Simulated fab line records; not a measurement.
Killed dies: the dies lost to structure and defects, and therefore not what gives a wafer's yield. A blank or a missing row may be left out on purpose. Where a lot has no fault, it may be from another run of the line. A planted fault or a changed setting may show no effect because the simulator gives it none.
One fault seen from 2 desks	flow gf180mcu	each desk holds nothing but its own numbers, with what lay behind them at the end

FROM THE METROLOGY DESK
What the gauges read, lot by lot, whatever tool the lot ran on: means of the sampled wafers that have a number. A lot is out of limits, marked OUT, if its mean lies more than 4 standard deviations from the usual mean; the brackets give that distance.
Columns: A = VT_IMPLANT_01_OVL at GF_VT_IMPLANT_OVL_MEAS_18, usual -0.3 nm; B = DUAL_GATE_OXIDATION_00_THK at GF_DUAL_GATE_THK_MEAS_03, usual 10.80 nm; C = POLY_GATE_CVD_00_THK at GF_POLY_GATE_THK_MEAS_01, usual 199.0 nm; D = HV_LDD_2_TW at GF_HV_LDD_TW_MEAS_23, usual 1064
lot	first seen here	A	B	C	D
L462	day 6 03:25	-0.3	10.87	200.1	1057
L463	day 6 11:36	0.5	10.53	198.1	1066
L464	day 6 17:37	-0.9	10.84	202.0	1069
L465	day 7 05:08	-1.4	10.94	197.2	1072
L466	day 7 15:16	0.6	10.62	201.1	1074
L467	day 7 16:00	-0.0	10.81	197.1	1058
L470	day 8 12:25	0.6	10.58	196.6	1068
L471	day 8 19:48	-1.4	11.06	200.6	1074
L474	day 9 12:01	-2.1	10.98	198.3	1556 (+59) OUT
L476	day 10 00:17	1.9	10.83	199.1	1552 (+59) OUT
L478	day 10 12:57	0.2	11.05	202.3	1051
L483	day 11 20:52	-0.2	11.00	198.5	1069
L484	day 12 00:26	-1.8	10.16	196.9	1072
L485	day 12 13:19	-0.6	10.73	197.1	1055
Finding of this desk: L474, L476 out of limits, first seen on L474 at day 14 16:23 (HV_LDD_2_TW at GF_HV_LDD_TW_MEAS_23). Within limits: L462, L463, L464, L465, L466, L467, L470, L471, L478, L483, L484, L485.

AT THE TOOL OWNER'S DESK: implanter-03
GF_HV_LDD_IMPLANT_21, tool's own readings: per-lot mean of the sampled wafers with a number, covering each lot this tool ran. A lot is out of limits, marked OUT, if its mean lies more than 4 standard deviations from the usual mean; the brackets give that distance.
Columns: A = beam_on_s at GF_HV_LDD_IMPLANT_21, usual 10.02 s; B = dose_ions_cm2 at GF_HV_LDD_IMPLANT_21, usual 5e+13; C = faraday_current_uA at GF_HV_LDD_IMPLANT_21, usual 281
lot	first seen here	A	B	C
L463	day 11 00:53	9.98	5e+13	283
L466	day 12 09:03	10.06	5e+13	280
L471	day 13 20:22	10.09	5e+13	280
L474	day 14 16:09	12.75 (+14) OUT	2e+14 (+99 or more) OUT	769 (+86) OUT
L476	day 15 06:45	12.88 (+14) OUT	2e+14 (+99 or more) OUT	761 (+84) OUT
L484	day 17 16:59	10.14	5e+13	279
This desk's finding: out of limits on L474, L476; first on L474, day 14 16:09 (beam_on_s at GF_HV_LDD_IMPLANT_21). Within limits: L463, L466, L471, L484.

ALL TOGETHER
On L474, L476, at day 14 16:09, an alarm was possible from the tool owner's desk.
On L474, L476, the metrology desk was in a position to raise an alarm at day 14 16:23.
GF_HV_LDD_IMPLANT_21 was run on implanter-03 by each of the lots named.

WHAT THE SIMULATOR HAD INSERTED
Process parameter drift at GF_HV_LDD_IMPLANT_21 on implanter-03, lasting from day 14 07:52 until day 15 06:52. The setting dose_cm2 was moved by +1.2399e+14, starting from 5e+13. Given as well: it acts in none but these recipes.
Struck lots among those shown: L474, L476.
Hours from the fault's start to each desk's first reading out of limits: the tool owner's desk, 8; the metrology desk, 9.
